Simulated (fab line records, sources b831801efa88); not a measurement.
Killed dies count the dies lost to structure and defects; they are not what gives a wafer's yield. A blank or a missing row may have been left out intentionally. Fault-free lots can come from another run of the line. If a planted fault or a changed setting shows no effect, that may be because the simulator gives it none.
Comparing a struck lot with a sound one + flow gf180mcu + 14 steps out of a route of 602
Sound: wafers L797.4, L797.5, L797.6. Struck: wafers L787.2, L787.3, L787.5. The cause is named last.
At each step with rows: each side's tool, then ch and its chambers, then its first start. Under that, the readings that differ: sound wafers + struck wafers + difference of the means + sigmas: that difference in standard deviations of wafers without a fault.
alike: same words and numbers on both sides, and readings whose means sit less than 2 such deviations apart. not compared: any withheld reading, any reading some wafer has no value for, any bound like >300 that may hide the same value, and any number with overlapping values for which the record gives no deviation.
Wherever a step has rows on one side only, a row that says differs or no value, or a row with sigmas, the two part there. When numbers do not overlap yet have no deviation, they are printed without sigmas and do not part them. A reading missing from all wafers of one side parts the sides only when that side holds two or more wafers.

first, 1 step without rows for these wafers: GF_HV_LDD_DEVELOP_06 (develop time 60 s).
GF_HV_LDD_CD_MEAS_07 targets a cd of 400 nm.
  sound on cd-sem-02, day 15 06:53; struck on cd-sem-01, day 11 19:30
  alike: cd-nm
GF_HV_LDD_OVL_MEAS_08:
  sound on overlay-02, day 15 06:58; struck on overlay-01, day 11 19:37
  alike: HV_LDD_OVL
then, 1 step without rows for these wafers: GF_HV_LDD_IMPLANT_09.
GF_HV_LDD_STRIP_10: strips in O2/N2.
  sound on plasma-asher-04 ch 0,1, day 15 07:10; struck on plasma-asher-02 ch 0,1, day 11 19:47
  alike: drypump-motor-current-A, heater-power-w, oes-product-au, strip-time-to-endpoint-s
  not compared: rf-hours-counter-h
GF_HV_LDD_TW_MEAS_11:
  sound on film-metro-04, day 15 07:17; struck on film-metro-03, day 11 19:54
  alike: HV_LDD_TW
then, 6 steps without rows for these wafers: GF_HV_LDD_DEHYDRATE_12 (time 60 s); GF_HV_LDD_HMDS_13 (prime time 60 s); GF_HV_LDD_COAT_14 (resist thk 1000 nm); GF_HV_LDD_SOFTBAKE_15 (time 60 s); GF_HV_LDD_EXPOSE_16 (exposes mask Pplus LV AREA, target cd 400 nm); GF_HV_LDD_PEB_17.
GF_HV_LDD_DEVELOP_18: develop time 60 s.
  sound on litho-track-01 ch 0, day 16 05:12; struck on litho-track-03, day 12 15:04
  no value came back on the struck wafers for chill-plate-temp-C (C), develop-time-s (s), developer-temp-C (C), resist-line-temp-C (C); on the sound wafers chill-plate-temp-C (C) reads 23.01 22.96 23.04
GF_HV_LDD_CD_MEAS_19 targets a cd of 400 nm.
  sound on cd-sem-01, day 16 05:20; struck on cd-sem-01, day 12 15:13
| reading    | sound             | struck | difference                    | sigmas |
|------------|-------------------|--------|-------------------------------|--------|
| cd-nm (nm) | 398.1 398.9 398.6 | - - -  | no value on the struck wafers |        |

## WHERE THEY PART
At GF_HV_LDD_DEVELOP_18 first; at GF_HV_LDD_CD_MEAS_19 last (within this record only).

WHY: what the simulator had put in
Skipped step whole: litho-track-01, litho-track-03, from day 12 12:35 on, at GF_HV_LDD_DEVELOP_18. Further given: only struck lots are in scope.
